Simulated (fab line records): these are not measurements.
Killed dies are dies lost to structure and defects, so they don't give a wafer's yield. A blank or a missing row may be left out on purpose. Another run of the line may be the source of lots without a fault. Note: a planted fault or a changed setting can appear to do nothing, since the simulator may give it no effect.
fab line records ; flow sky130
[record] lots = 12; wafers = 36; lastDay = 50
route steps=708 shown CAP2M@607 METAL4@634 VIA4@646 METAL5@661 PAD_OPEN@708
lots that met no fault: from a run of the same line without faults
startH: the number of hours between the record's first day and the start of the first shown wafer of the lot ; waitH: how many hours have passed since the lot's step before this one ; " same as the row above ; L1.1+2: several wafers, shown together as one row ; - no value, or no start given ; * or withheld: withheld ; < > ~ a bound
route shown NAME@n: NAME is a module with steps in the file, n the number in the route of the first one ; usual: mean/standard deviation of fault-free wafers ; same: alike in all rows ; chamber/n: place in a boat ; sites: each site's reading ; _std_site: the values' standard deviation ; _edge_site: outer sites' mean less inner sites' ; radiusMm: for every site, how far away it sits from the centre of the wafer ; mask NAME#n: copy n ; behind: the most recent tool/chamber to have shaped the wafer ; hold: reason for holding the lot/hours on hold/outcome of the hold ; device: transistor that didn't switch, given as n, p or np ; end of line: at the end of the route, the tests of the same wafers ; a step without rows: its recipe alone ; killed: the dies lost at the first sort to structure and to defects; this is not the yield of the wafer ; map: a wafer's dies, x killed, . not, _ none there
set.NAME: the setting the step ran with; set.NAME@STEP: the setting that earlier step ran with ; model.NAME: the simulator's own value behind a step, which no gauge read
the route's steps for a sample of lots (tables are steps, rows are wafers)
services: from which hour (startH, from the record's first day; less than 0 if before it) a tool's chamber was out of use, for how many hours, and why
[[steps]]
[step SKY_CAP2M_THK_MEAS_04]
[recipe] thkMeasGauge = xrf; reads = TiN_of_CAP2M_SPUTTER_02
[usual] CAP2M_TIN_THK = 196.2/2.3
lot.wafer;tool;chamber;startH;waitH;CAP2M_TIN_THK[nm]
L961.2;filmMetro-03;-;935.89;0.1;195.5
L961.4;filmMetro-03;-;935.89;0.1;195.4
L961.6;filmMetro-03;-;935.89;0.1;194.6
L962.1;filmMetro-02;-;939.21;0.1;198.7
L962.2;filmMetro-02;-;939.21;0.1;198.8
L962.4;filmMetro-02;-;939.21;0.1;196.2
L966.4;filmMetro-01;-;965.88;0.1;196.6
L966.5;filmMetro-01;-;965.88;0.1;199.9
L966.6;filmMetro-01;-;965.88;0.1;197.4
L967.1;filmMetro-01;-;970.02;0.1;197.6
L967.2;filmMetro-01;-;970.02;0.1;198.4
L967.5;filmMetro-01;-;970.02;0.1;196.5
L968.2;filmMetro-01;-;978.24;0.1;195.2
L968.4;filmMetro-01;-;978.24;0.1;194.2
L968.6;filmMetro-01;-;978.24;0.1;196.5
L973.2;filmMetro-02;-;1012.12;0.1;193.7
L973.4;filmMetro-02;-;1012.12;0.1;196.4
L973.6;filmMetro-02;-;1012.12;0.1;195.7
L978.2;filmMetro-03;-;1046.36;0.1;196.1
L978.3;filmMetro-03;-;1046.36;0.1;194.0
L978.6;filmMetro-03;-;1046.36;0.1;195.5
L979.1;filmMetro-01;-;1047.79;0.1;198.6
L979.3;filmMetro-01;-;1047.79;0.1;197.6
L979.4;filmMetro-01;-;1047.79;0.1;197.6
L981.1;filmMetro-03;-;1059.34;0.1;194.9
L981.4;filmMetro-03;-;1059.34;0.1;195.6
L981.6;filmMetro-03;-;1059.34;0.1;195.5
L982.1;filmMetro-03;-;1070.54;0.1;195.8
L982.2;filmMetro-03;-;1070.54;0.1;193.8
L982.5;filmMetro-03;-;1070.54;0.1;197.0
L984.2;filmMetro-01;-;1079.61;0.1;202.7
L984.4;filmMetro-01;-;1079.61;0.1;201.9
L984.6;filmMetro-01;-;1079.61;0.1;202.2
L983.2;filmMetro-02;-;1079.91;0.1;197.0
L983.4;filmMetro-02;-;1079.91;0.1;195.3
L983.5;filmMetro-02;-;1079.91;0.1;195.7
[step SKY_METAL4_METAL_ETCH_18]
[recipe] targetDepthA = 8450; stopOn = SiO2; overEtchFrac = 0.3; timeS = 183.1; chemistry = Cl2/BCl3; resistSidewallDeg = 88; pressureMtorr = 10; icpW = 900; biasW = 48.5; Cl2_flow_sccm = 60; bcl3FlowSccm = 30
[usual] chamberPressureMTorr = 10.000/0.0092; drypumpMotorCurrentA = 5.9/0.42; heBacksideLeakSccm = 3.28/0.27; oesProductAu = 0.866/0.0057; throttleValvePct = 22.264/0.0092
[same] overEtchFrac = 0.3
lot.wafer;tool;chamber;startH;waitH;chamberPressureMTorr;drypumpMotorCurrentA;heBacksideLeakSccm;oesProductAu;rfHoursCounterH;throttleValvePct
L961.2;rieMetal-04;1;984.86;0.0;10.024;6.5;3.22;0.863;20;22.254
L961.4;rieMetal-04;1;984.86;0.0;9.995;6.5;3.40;0.862;-;22.255
L961.6;rieMetal-04;1;984.86;0.0;10.000;6.6;3.39;0.868;-;22.248
L962.1;rieMetal-04;0;987.92;0.0;10.000;5.8;3.04;0.865;5;22.276
L962.2;rieMetal-04;1;987.92;0.0;9.998;6.5;3.29;0.867;21;22.242
L962.4;rieMetal-04;1;987.92;0.0;10.029;6.5;3.26;0.859;-;22.263
L966.4;rieMetal-03;0;1014.43;0.1;9.992;5.6;3.44;0.866;-;22.259
L966.5;rieMetal-03;0;1014.43;0.1;9.989;5.6;3.48;0.863;-;22.275
L966.6;rieMetal-03;1;1014.43;0.1;10.002;5.4;3.58;0.870;-;22.272
L967.1;rieMetal-04;0;1017.86;0.0;10.004;5.8;3.00;0.866;6;22.271
L967.2;rieMetal-04;1;1017.86;0.0;10.005;6.6;3.06;0.859;22;22.259
L967.5;rieMetal-04;1;1017.86;0.0;9.985;6.6;3.19;0.861;-;22.262
L968.2;rieMetal-04;0;1026.36;0.0;10.006;5.8;3.02;0.863;7;22.275
L968.4;rieMetal-04;1;1026.36;0.0;10.006;6.6;3.41;0.866;-;22.253
L968.6;rieMetal-04;1;1026.36;0.0;10.004;6.6;3.43;0.869;-;22.254
L973.2;rieMetal-01;1;1057.44;0.0;9.994;6.2;2.96;0.870;10;22.255
L973.4;rieMetal-01;1;1057.44;0.0;9.993;6.2;3.14;0.860;-;22.260
L973.6;rieMetal-01;1;1057.44;0.0;9.981;6.2;3.22;0.865;-;22.255
L978.2;rieMetal-03;1;1089.67;0.0;9.998;5.4;3.49;0.877;12;22.247
L978.3;rieMetal-03;0;1089.67;0.0;10.014;5.6;3.43;0.863;-;22.260
L978.6;rieMetal-03;0;1089.67;0.0;9.993;5.6;3.44;0.855;-;22.260
L979.1;rieMetal-03;0;1090.97;0.0;10.003;5.6;3.35;0.875;16;22.264
L979.3;rieMetal-03;1;1090.97;0.0;9.998;5.4;3.36;0.870;-;22.255
L979.4;rieMetal-03;0;1090.97;0.0;10.005;5.6;3.32;0.869;-;22.269
L981.1;rieMetal-04;0;1101.82;0.0;9.992;5.8;3.11;0.870;14;22.267
L981.4;rieMetal-04;0;1101.82;0.0;10.002;5.8;3.12;0.876;-;22.270
L981.6;rieMetal-04;1;1101.82;0.0;10.006;6.6;3.36;0.877;-;22.280
L982.1;rieMetal-04;0;1112.77;0.0;10.017;5.8;3.13;0.867;15;22.258
L982.2;rieMetal-04;1;1112.77;0.0;10.001;6.6;3.28;0.870;4;22.269
L982.5;rieMetal-04;1;1112.77;0.0;9.992;6.6;3.18;0.871;-;22.261
L984.2;rieMetal-01;0;1120.21;0.0;10.009;6.4;3.37;0.864;17;22.273
L984.4;rieMetal-01;1;1120.21;0.0;10.000;6.2;3.06;0.859;-;22.265
L984.6;rieMetal-01;0;1120.21;0.0;9.998;6.4;3.38;0.856;-;22.257
L983.2;rieMetal-03;1;1120.56;0.0;10.008;5.4;3.42;0.866;15;22.267
L983.4;rieMetal-03;1;1120.56;0.0;9.994;5.4;3.45;0.864;-;22.257
L983.5;rieMetal-03;0;1120.56;0.0;9.983;5.6;3.34;0.868;-;22.264
[step SKY_VIA4_SOFTBAKE_07]
[recipe] tempC = 90; timeS = 60; resist = NOVOLAK
[usual] exhaustPa = 45.0/0.78; runLengthS = 89.16/0.16
lot.wafer;tool;chamber;startH;waitH;exhaustPa;runLengthS
L961.2;lithoTrack-01;0;997.68;0.1;45.9;89.22
L961.4;lithoTrack-01;0;997.68;0.1;45.9;89.18
L961.6;lithoTrack-01;0;997.68;0.1;44.2;89.30
L962.1;lithoTrack-02;0;1000.53;0.1;47.0;89.12
L962.2;lithoTrack-02;0;1000.53;0.1;44.9;89.16
L962.4;lithoTrack-02;0;1000.53;0.1;46.0;89.10
L966.4;lithoTrack-01;0;1026.73;0.1;44.2;89.46
L966.5;lithoTrack-01;0;1026.73;0.1;43.4;89.14
L966.6;lithoTrack-01;0;1026.73;0.1;44.1;89.32
L967.1;lithoTrack-01;0;1030.21;0.1;45.4;89.13
L967.2;lithoTrack-01;0;1030.21;0.1;44.8;89.27
L967.5;lithoTrack-01;0;1030.21;0.1;44.0;89.38
L968.2;lithoTrack-01;0;1039.73;0.1;46.3;95.04
L968.4;lithoTrack-01;0;1039.73;0.1;45.8;95.04
L968.6;lithoTrack-01;0;1039.73;0.1;45.0;95.04
L973.2;lithoTrack-01;0;1069.18;0.1;46.1;95.04
L973.4;lithoTrack-01;0;1069.18;0.1;45.4;94.89
L973.6;lithoTrack-01;0;1069.18;0.1;44.4;95.05
L978.2;lithoTrack-03;0;1100.88;0.1;44.5;89.29
L978.3;lithoTrack-03;0;1100.88;0.1;45.5;89.11
L978.6;lithoTrack-03;0;1100.88;0.1;44.4;88.99
L979.1;lithoTrack-03;0;1102.56;0.1;43.6;88.86
L979.3;lithoTrack-03;0;1102.56;0.1;44.9;88.96
L979.4;lithoTrack-03;0;1102.56;0.1;45.4;88.96
L981.1;lithoTrack-02;0;1113.03;0.1;45.6;89.22
L981.4;lithoTrack-02;0;1113.03;0.1;45.8;89.14
L981.6;lithoTrack-02;0;1113.03;0.1;45.1;89.04
L982.1;lithoTrack-03;0;1124.11;0.1;46.2;89.04
L982.2;lithoTrack-03;0;1124.11;0.1;45.7;88.89
L982.5;lithoTrack-03;0;1124.11;0.1;46.3;89.01
L984.2;lithoTrack-01;0;1131.78;0.1;45.6;89.11
L984.4;lithoTrack-01;0;1131.78;0.1;44.0;89.16
L984.6;lithoTrack-01;0;1131.78;0.1;44.7;89.15
L983.2;lithoTrack-02;0;1132.26;0.1;45.0;89.32
L983.4;lithoTrack-02;0;1132.26;0.1;46.4;89.21
L983.5;lithoTrack-02;0;1132.26;0.1;45.3;89.25
[step SKY_METAL5_SPUTTER_00]
[recipe] material = Ti; targetThkNm = 15; powerW = 3000; timeS = 10; chamberPressurePa = 0.4
[usual] throttleValvePct = 29.7/1.1
lot.wafer;tool;chamber;startH;waitH;throttleValvePct
L961.2;pvdSputter-02;-;1011.12;0.1;30.4
L961.4;pvdSputter-02;-;1011.12;0.1;30.4
L961.6;pvdSputter-02;-;1011.12;0.1;29.0
L962.1;pvdSputter-01;-;1014.55;0.2;30.0
L962.2;pvdSputter-01;-;1014.55;0.2;30.9
L962.4;pvdSputter-01;-;1014.55;0.2;30.0
L966.4;pvdSputter-02;-;1040.54;0.2;27.7
L966.5;pvdSputter-02;-;1040.54;0.2;30.6
L966.6;pvdSputter-02;-;1040.54;0.2;29.0
L967.1;pvdSputter-02;-;1044.10;0.1;30.6
L967.2;pvdSputter-02;-;1044.10;0.1;27.4
L967.5;pvdSputter-02;-;1044.10;0.1;27.5
L968.2;pvdSputter-02;-;1051.71;0.1;27.6
L968.4;pvdSputter-02;-;1051.71;0.1;30.4
L968.6;pvdSputter-02;-;1051.71;0.1;27.4
L973.2;pvdSputter-01;-;1081.30;0.1;29.6
L973.4;pvdSputter-01;-;1081.30;0.1;29.8
L973.6;pvdSputter-01;-;1081.30;0.1;30.8
L978.2;pvdSputter-02;-;1112.96;0.2;30.5
L978.3;pvdSputter-02;-;1112.96;0.2;27.4
L978.6;pvdSputter-02;-;1112.96;0.2;29.0
L979.1;pvdSputter-01;-;1114.31;0.2;29.6
L979.3;pvdSputter-01;-;1114.31;0.2;30.2
L979.4;pvdSputter-01;-;1114.31;0.2;29.9
L981.1;pvdSputter-02;-;1123.58;0.1;29.3
L981.4;pvdSputter-02;-;1123.58;0.1;29.3
L981.6;pvdSputter-02;-;1123.58;0.1;30.3
L982.1;pvdSputter-02;-;1135.38;0.1;30.4
L982.2;pvdSputter-02;-;1135.38;0.1;29.1
L982.5;pvdSputter-02;-;1135.38;0.1;27.5
L984.2;pvdSputter-02;-;1142.71;0.1;29.1
L984.4;pvdSputter-02;-;1142.71;0.1;30.8
L984.6;pvdSputter-02;-;1142.71;0.1;30.2
L983.2;pvdSputter-04;-;1142.89;0.1;27.8
L983.4;pvdSputter-04;-;1142.89;0.1;30.2
L983.5;pvdSputter-04;-;1142.89;0.1;31.1
[step SKY_PAD_OPEN_PROBE_99]
[usual] defectLimitedYield = 82.7/2; killed_at_M0_to_M3 = 42/6.8; killed_at_M4_up = 3.2/1.8; killedAtContacts = 25/5.4; killedAtFrontEnd = 15/4.5; killedAtOther = 0.3/0.56; killedDies = 85/9.7; killedOpen = 46/7.1; killedShort = 39/6.5; sort_bin_3_pad_short = 0.9/0.42; sort_bin_5_function = 10.4/1.5; sort_bin_6_memory = 6.1/1.1; sortNPass = 407/9.7; sortYieldPct = 82.7/2
[same] grossDies = 492; killedAtBackSide = 0; sort_bin_4_leakage[%] = 0; sort_bin_8_speed[%] = 0
lot.wafer;tool;chamber;startH;waitH;defectLimitedYield[%];killed_at_M0_to_M3;killed_at_M4_up;killedAtContacts;killedAtFrontEnd;killedAtOther;killedDies;killedOpen;killedShort;sort_bin_3_pad_short[%];sort_bin_5_function[%];sort_bin_6_memory[%];sortNPass;sortYieldPct[%]
L961.2;prober-01;-;1081.69;0.1;84.6;39;3;24;10;0;76;41;35;1.2;8.3;5.9;416;84.6
L961.4;prober-01;-;1081.79;0.2;82.9;35;2;33;14;0;84;55;29;0.2;10.8;6.1;408;82.9
L961.6;prober-01;-;1081.89;0.2;83.5;39;7;24;11;0;81;42;39;0.8;8.5;7.1;411;83.5
L962.1;prober-02;-;1084.68;0.1;86.8;40;2;11;12;0;65;35;30;1.2;7.9;4.1;427;86.8
L962.2;prober-02;-;1084.73;0.1;85.8;43;2;17;7;1;70;40;30;0.6;8.5;5.1;422;85.8
L962.4;prober-02;-;1084.83;0.2;84.8;42;5;17;11;0;75;37;38;1.0;9.3;4.9;417;84.8
L968.2;prober-02;-;1117.73;0.1;78.7;51;8;31;15;0;105;60;45;0.6;13.6;7.1;387;78.7
L968.4;prober-02;-;1117.83;0.2;84.1;47;3;23;5;0;78;40;38;0.6;10.2;5.1;414;84.1
L968.6;prober-02;-;1117.93;0.2;81.1;47;7;27;12;0;93;54;39;0.8;9.6;8.5;399;81.1
L973.2;prober-01;-;1143.14;0.1;81.1;37;3;36;17;0;93;59;34;0.4;12.4;6.1;399;81.1
L973.4;prober-01;-;1143.24;0.2;83.7;29;3;31;17;0;80;39;41;0.4;8.5;7.3;412;83.7
L973.6;prober-01;-;1143.34;0.2;83.1;41;2;22;18;0;83;45;38;1.0;9.8;6.1;409;83.1
L978.2;prober-01;-;1172.98;0.1;81.7;40;2;32;16;0;90;54;36;0.6;9.3;8.3;402;81.7
L978.3;prober-01;-;1173.03;0.2;77.8;46;4;43;15;1;109;58;51;0.8;13.6;7.7;383;77.8
L978.6;prober-01;-;1173.18;0.2;82.7;46;1;20;18;0;85;48;37;0.4;9.8;7.1;407;82.7
L979.1;prober-01;-;1174.28;0.1;83.1;49;1;20;13;0;83;40;43;1.2;10.0;5.7;409;83.1
L979.3;prober-01;-;1174.38;0.2;82.1;41;4;19;24;0;88;43;45;1.0;9.6;7.3;404;82.1
L979.4;prober-01;-;1174.43;0.2;77.8;43;2;38;26;0;109;55;54;0.6;14.8;6.7;383;77.8
// killed by level:class
L961.2 CONTACT:geometricParticle:open=10 VIA1:geometricParticle:short=9 VIA1:geometricParticle:open=8 LI_CONTACT:geometricParticle:open=7 VIA3:geometricParticle:open=6 POLY_GATE:geometricParticle:short=4 METAL1:geometricParticle:short=4 LI_CONTACT:geometricParticle:short=3
L961.4 CONTACT:geometricParticle:open=14 VIA1:geometricParticle:open=10 LI_CONTACT:geometricParticle:open=8 VIA2:geometricParticle:open=7 CONTACT:geometricParticle:short=5 FIELD_ISO:geometricParticle:open=4 VIA3:geometricParticle:open=4 POLY_GATE:geometricParticle:short=3
L961.6 VIA1:geometricParticle:open=13 CONTACT:geometricParticle:short=9 VIA2:geometricParticle:open=6 METAL4:geometricParticle:short=6 CONTACT:geometricParticle:open=5 METAL2:geometricParticle:short=4 VIA3:geometricParticle:open=4 VIA1:geometricParticle:short=3
L962.1 VIA3:geometricParticle:open=10 VIA1:geometricParticle:open=9 METAL1:geometricParticle:short=8 FIELD_ISO:geometricParticle:short=6 LI_CONTACT:geometricParticle:open=5 VIA2:geometricParticle:open=4 POLY_GATE:geometricParticle:short=3 CONTACT:geometricParticle:open=3
L962.2 VIA1:geometricParticle:open=8 VIA2:geometricParticle:open=7 VIA1:geometricParticle:short=6 CONTACT:geometricParticle:open=5 CONTACT:geometricParticle:short=5 VIA3:geometricParticle:open=5 LI_CONTACT:geometricParticle:open=4 VIA3:geometricParticle:short=4
L962.4 VIA1:geometricParticle:open=8 VIA2:geometricParticle:open=6 CONTACT:geometricParticle:open=5 METAL2:geometricParticle:short=5 VIA3:geometricParticle:open=5 LI_CONTACT:geometricParticle:open=4 LOCAL_INTERCONNECT:geometricParticle:short=4 METAL1:geometricParticle:short=4
L968.2 VIA1:geometricParticle:open=12 VIA3:geometricParticle:open=12 CONTACT:geometricParticle:open=10 LI_CONTACT:geometricParticle:short=8 LI_CONTACT:geometricParticle:open=7 VIA2:geometricParticle:open=6 METAL1:geometricParticle:short=5 METAL4:geometricParticle:short=5
L968.4 VIA2:geometricParticle:open=9 LI_CONTACT:geometricParticle:open=8 METAL2:geometricParticle:short=8 VIA3:geometricParticle:open=6 CONTACT:geometricParticle:open=6 VIA1:geometricParticle:open=6 LI_CONTACT:geometricParticle:short=4 METAL1:geometricParticle:short=4
L968.6 CONTACT:geometricParticle:open=12 VIA1:geometricParticle:open=12 VIA1:geometricParticle:short=6 METAL2:geometricParticle:short=5 LOCAL_INTERCONNECT:geometricParticle:short=5 METAL1:geometricParticle:short=5 VIA3:geometricParticle:open=5 VIA2:geometricParticle:open=5
L973.2 CONTACT:geometricParticle:open=16 LI_CONTACT:geometricParticle:open=10 VIA3:geometricParticle:open=10 VIA1:geometricParticle:open=7 POLY_GATE:geometricParticle:short=6 POLY_GATE:geometricParticle:open=5 METAL1:geometricParticle:short=5 LOCAL_INTERCONNECT:geometricParticle:short=5
L973.4 CONTACT:geometricParticle:open=9 LI_CONTACT:geometricParticle:open=7 CONTACT:geometricParticle:short=7 LOCAL_INTERCONNECT:geometricParticle:short=6 VIA3:geometricParticle:open=6 VIA1:geometricParticle:open=5 FIELD_ISO:geometricParticle:short=4 METAL1:geometricParticle:short=4
L973.6 VIA3:geometricParticle:open=11 CONTACT:geometricParticle:open=10 FIELD_ISO:geometricParticle:short=6 VIA2:geometricParticle:open=6 METAL3:geometricParticle:short=6 FIELD_ISO:geometricParticle:open=5 METAL1:geometricParticle:short=5 VIA1:geometricParticle:open=4
L978.2 CONTACT:geometricParticle:open=13 FIELD_ISO:geometricParticle:open=7 LI_CONTACT:geometricParticle:open=7 VIA1:geometricParticle:short=7 VIA1:geometricParticle:open=7 LOCAL_INTERCONNECT:geometricParticle:short=6 VIA3:geometricParticle:open=6 VIA2:geometricParticle:open=5
L978.3 CONTACT:geometricParticle:short=14 CONTACT:geometricParticle:open=12 LI_CONTACT:geometricParticle:open=8 VIA3:geometricParticle:open=8 VIA1:geometricParticle:open=7 METAL1:geometricParticle:short=5 METAL1:geometricParticle:open=5 VIA2:geometricParticle:short=5
L978.6 VIA1:geometricParticle:open=15 CONTACT:geometricParticle:open=9 VIA3:geometricParticle:open=7 METAL2:geometricParticle:short=6 FIELD_ISO:geometricParticle:short=5 POLY_GATE:geometricParticle:short=5 LI_CONTACT:geometricParticle:open=5 FIELD_ISO:geometricParticle:open=3
L979.1 CONTACT:geometricParticle:open=10 VIA3:geometricParticle:open=9 METAL1:geometricParticle:short=8 VIA1:geometricParticle:open=8 METAL2:geometricParticle:short=6 FIELD_ISO:geometricParticle:short=5 LOCAL_INTERCONNECT:geometricParticle:short=5 METAL3:geometricParticle:short=5
L979.3 FIELD_ISO:geometricParticle:short=9 CONTACT:geometricParticle:open=8 VIA1:geometricParticle:open=8 LI_CONTACT:geometricParticle:open=6 METAL1:geometricParticle:short=6 VIA2:geometricParticle:open=6 POLY_GATE:geometricParticle:short=5 VIA1:geometricParticle:short=5
L979.4 CONTACT:geometricParticle:open=13 LOCAL_INTERCONNECT:geometricParticle:short=9 VIA1:geometricParticle:open=9 FIELD_ISO:geometricParticle:short=8 FIELD_ISO:geometricParticle:open=8 LI_CONTACT:geometricParticle:open=8 CONTACT:geometricParticle:short=7 VIA2:geometricParticle:open=7
[[services]]
tool;chamber;startH;hours;kind
rieMetal-01;0;977.27;4.6;repair
pvdSputter-02;-;1024.18;5.1;repair
rieMetal-04;1;1044.71;-;clean
rieMetal-04;1;1044.71;20.0;scheduledDown
rieMetal-04;1;1044.71;20.0;ventCycle
rieMetal-03;-;1057.03;2.8;pm
pvdSputter-02;-;1072.05;6.8;repair
pvdSputter-04;-;1088.06;6.4;repair
rieMetal-01;-;1116.12;0.2;repair
rieMetal-04;-;1137.05;1.4;pm
[[key]]
[firstSign] step = SKY_VIA4_SOFTBAKE_07; reading = runLengthS; direction = up; sigmas = 38; usual = *; struck = *
effect none on later readings
metAt SKY_VIA4_SOFTBAKE_07
struckLots L968,L973
notActingAt SKY_CAP2M_THK_MEAS_04,SKY_METAL4_METAL_ETCH_18,SKY_METAL5_SPUTTER_00
onsetBetween 1030.21 1039.73
[fault] kind = processParameterDrift; tool = lithoTrack-01; chamber = -; onsetH = 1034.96; steps = SKY_VIA4_SOFTBAKE_07; channel = timeS; offset = *; shape = step; endH = 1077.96; actsIn = *; stated = *
